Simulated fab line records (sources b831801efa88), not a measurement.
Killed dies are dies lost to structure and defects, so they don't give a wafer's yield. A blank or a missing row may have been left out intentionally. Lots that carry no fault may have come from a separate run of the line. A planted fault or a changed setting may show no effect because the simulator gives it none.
Which tool was responsible? ; flow sky130 ; 33 wafers from 11 lots sampled at 5 of the route's 708 steps

== WHAT THE GAUGES READ, wafer by wafer ==
SKY_CAP2M_RS_MEAS_03: a four-point-probe measurement. Usual: CAP2M_TIN_RS typically reads 6.89 ohm/sq, with standard deviation 0.072.
lot;measured;on;CAP2M_TIN_RS (ohm/sq);flag
L730;day 39 20:10;film_metro-03;6.88 6.95 6.90;
L731;day 39 22:54;film_metro-02;6.94 6.86 6.77;
L735;day 42 00:28;film_metro-04;6.95 6.93 6.93;
L737;day 42 01:42;film_metro-02;6.88 6.83 6.86;
L738;day 42 09:29;film_metro-02;6.76 6.74 6.83;
L742;day 44 01:46;film_metro-02;6.78 6.73 6.79;
L744;day 44 04:24;film_metro-02;6.97 6.90 6.84;
L746;day 44 21:50;film_metro-02;7.00 6.89 6.87;
L747;day 44 23:31;film_metro-02;6.92 6.85 7.01;
L749;day 45 04:04;film_metro-02;6.94 6.83 6.87;
L752;day 45 21:49;film_metro-03;6.93 6.84 6.86;

SKY_VIA4_THK_MEAS_01. Usual: VIA4_HDPCVD_THK typically reads 1748 nm, with standard deviation 24.
lot;measured;on;VIA4_HDPCVD_THK (nm);flag
L730;day 41 21:44;film_metro-04;1699 1714 1718;
L731;day 42 01:23;film_metro-02;1775 1760 1762;
L735;day 44 00:57;film_metro-04;1790 1763 1771;
L737;day 44 01:07;film_metro-04;1758 1745 1741;
L738;day 44 07:46;film_metro-04;1776 1734 1745;
L742;day 45 22:56;film_metro-04;1735 1736 1755;
L744;day 46 00:53;film_metro-02;1720 1757 1725;
L746;day 46 18:10;film_metro-04;1743 2589 2592;OFF
L747;day 46 19:54;film_metro-02;1765 2635 1762;OFF
L749;day 47 00:19;film_metro-04;1728 2600 1726;OFF
L752;day 47 16:08;film_metro-02;1755 1729 1733;

== WHICH TOOL RAN EACH LOT (tool, then ch and the chambers of the sampled wafers, then the start) ==
lot;SKY_METAL4_ETCH_16;SKY_METAL4_METAL_ETCH_18;SKY_VIA4_HDPCVD_00
L730;rie_metal-03 ch 0,1, day 41 20:40;rie_metal-04 ch 0,1, day 41 20:47;hdpcvd-01 ch 0,1,2, day 41 21:33
L731;rie_metal-03 ch 0, day 42 00:19;rie_metal-02 ch 0,1, day 42 00:26;hdpcvd-02 ch 0,1,2, day 42 01:12
L735;rie_metal-04 ch 0,1, day 43 23:35;rie_metal-02 ch 0,1, day 43 23:43;hdpcvd-02 ch 0,1, day 44 00:32
L737;rie_metal-03 ch 0,1, day 44 00:02;rie_metal-04 ch 0,1, day 44 00:11;hdpcvd-01 ch 0,1, day 44 00:55
L738;rie_metal-03 ch 0,1, day 44 06:41;rie_metal-02 ch 0,1, day 44 06:49;hdpcvd-02 ch 0,1,2, day 44 07:35
L742;rie_metal-02 ch 0,1, day 45 21:49;rie_metal-04 ch 0,1, day 45 21:56;hdpcvd-01 ch 1,2, day 45 22:44
L744;rie_metal-02 ch 0,1, day 45 23:47;rie_metal-03 ch 0,1, day 45 23:54;hdpcvd-01 ch 0,1,2, day 46 00:41
L746;rie_metal-04 ch 0,1, day 46 16:55;rie_metal-03 ch 0, day 46 17:05;hdpcvd-01 ch 0,1, day 46 17:59
L747;rie_metal-03 ch 0, day 46 18:35;rie_metal-02 ch 0,1, day 46 18:48;hdpcvd-01 ch 0,1,2, day 46 19:43
L749;rie_metal-04 ch 0,1, day 46 23:13;rie_metal-02 ch 0,1, day 46 23:22;hdpcvd-01 ch 0,1,2, day 47 00:07
L752;rie_metal-04 ch 0,1, day 47 15:04;rie_metal-03 ch 0,1, day 47 15:13;hdpcvd-02 ch 1,2, day 47 15:56
- SKY_METAL4_ETCH_16: etches BARC in N2/H2, stops on SiO2, time 88.2 s, target depth 60 nm.
- SKY_METAL4_METAL_ETCH_18: etches the open film in Cl2/BCl3, stops on SiO2, target depth 845 nm, time 183.1 s.
- SKY_VIA4_HDPCVD_00: deposits SiO2, target thk 1750 nm, time 291.7 s.

== WHAT THE TOOLS THEMSELVES READ (means of the sampled wafers that have a number; where no wafer has one, the mark that the record gives instead) ==
SKY_METAL4_ETCH_16. Usual: drypump_motor_current_A 5.9 A, standard deviation 0.48; oes_product_au 0.625 a.u., standard deviation 0.0046; throttle_valve_pct 13.205 %, standard deviation 0.0091.
lot;tool;drypump_motor_current_A (A);oes_product_au (a.u.);throttle_valve_pct (%);flag
L730;rie_metal-03;6.0;0.628;13.195;
L731;rie_metal-03;5.9;0.629;13.208;
L735;rie_metal-04;5.5;0.627;13.207;
L737;rie_metal-03;5.9;0.625;13.210;
L738;rie_metal-03;5.9;0.625;13.189;
L742;rie_metal-02;6.0;0.620;13.200;
L744;rie_metal-02;6.2;0.623;13.201;
L746;rie_metal-04;6.0;0.624;13.212;
L747;rie_metal-03;5.9;0.625;13.204;
L749;rie_metal-04;5.5;0.620;13.204;
L752;rie_metal-04;6.0;0.621;13.203;

SKY_METAL4_METAL_ETCH_18. Usual: drypump_motor_current_A 5.9 A, standard deviation 0.51; oes_product_au 0.868 a.u., standard deviation 0.0072; throttle_valve_pct 21.757 %, standard deviation 0.0095.
lot;tool;drypump_motor_current_A (A);oes_product_au (a.u.);throttle_valve_pct (%);flag
L730;rie_metal-04;5.5;0.872;21.760;
L731;rie_metal-02;6.1;0.866;21.757;
L735;rie_metal-02;6.1;0.874;21.751;
L737;rie_metal-04;6.0;0.869;21.758;
L738;rie_metal-02;6.0;0.876;21.756;
L742;rie_metal-04;5.5;0.873;21.749;
L744;rie_metal-03;5.9;0.873;21.758;
L746;rie_metal-03;5.8;0.861;21.753;
L747;rie_metal-02;6.0;0.862;21.758;
L749;rie_metal-02;6.2;0.872;21.751;
L752;rie_metal-03;6.0;0.873;21.753;

SKY_VIA4_HDPCVD_00. Usual: pressure_mtorr 6.000 mTorr, standard deviation 0.012; run_length_s 319.3 s, standard deviation 0.51.
lot;tool;pressure_mtorr (mTorr);run_length_s (s);flag
L730;hdpcvd-01;6.003;319.2;
L731;hdpcvd-02;5.997;319.2;
L735;hdpcvd-02;5.994;319.2;
L737;hdpcvd-01;5.998;319.8;
L738;hdpcvd-02;6.005;319.3;
L742;hdpcvd-01;6.004;319.1;
L744;hdpcvd-01;5.986;319.3;
L746;hdpcvd-01;5.991;414.5;OFF
L747;hdpcvd-01;6.001;366.8;OFF
L749;hdpcvd-01;6.002;366.7;OFF
L752;hdpcvd-02;6.016;319.5;

== THE ANSWER, worked out from the rows above alone ==
Rule: take the mean of a lot's wafers that have a number; if it is more than 3 standard deviations from the usual mean, the lot is off. Also off: a lot with no number at a reading for which 4 or more lots have one. All remaining lots with rows at the step are treated as sound. Order of review: gauges by route order, followed by the tools' own readings, for which a lot's mean as printed above is used. At the first step where some lot is off, the reading lying furthest off is the one used; lots without a number count as furthest.
Off: at SKY_VIA4_THK_MEAS_01 (VIA4_HDPCVD_THK), L746, L747, L749.
A tool fits if, at a process step before that reading, it ran every lot that is off, and no sound lot after the first of them. Not tried: the gauges at SKY_VIA4_THK_MEAS_01; whatever is off there is also off at SKY_VIA4_HDPCVD_00, on other tools, and gauge error can't account for it. One candidate fits, namely hdpcvd-01 at SKY_VIA4_HDPCVD_00. Its last sound lot is L744 (day 46 00:41), its first lot that is off L746 (day 46 17:59): a fault that began between those two fits.
On the lots that are off, the tool's own readings at SKY_VIA4_HDPCVD_00 differ by more than 5 times the standard deviation of the sound lots' means, which bears it out; run_length_s reads 382.7 s there versus 319.3 s on the sound lots.

== WHAT THE SIMULATOR PUT IN ==
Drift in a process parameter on hdpcvd-01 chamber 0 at SKY_VIA4_HDPCVD_00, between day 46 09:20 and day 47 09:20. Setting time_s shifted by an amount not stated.
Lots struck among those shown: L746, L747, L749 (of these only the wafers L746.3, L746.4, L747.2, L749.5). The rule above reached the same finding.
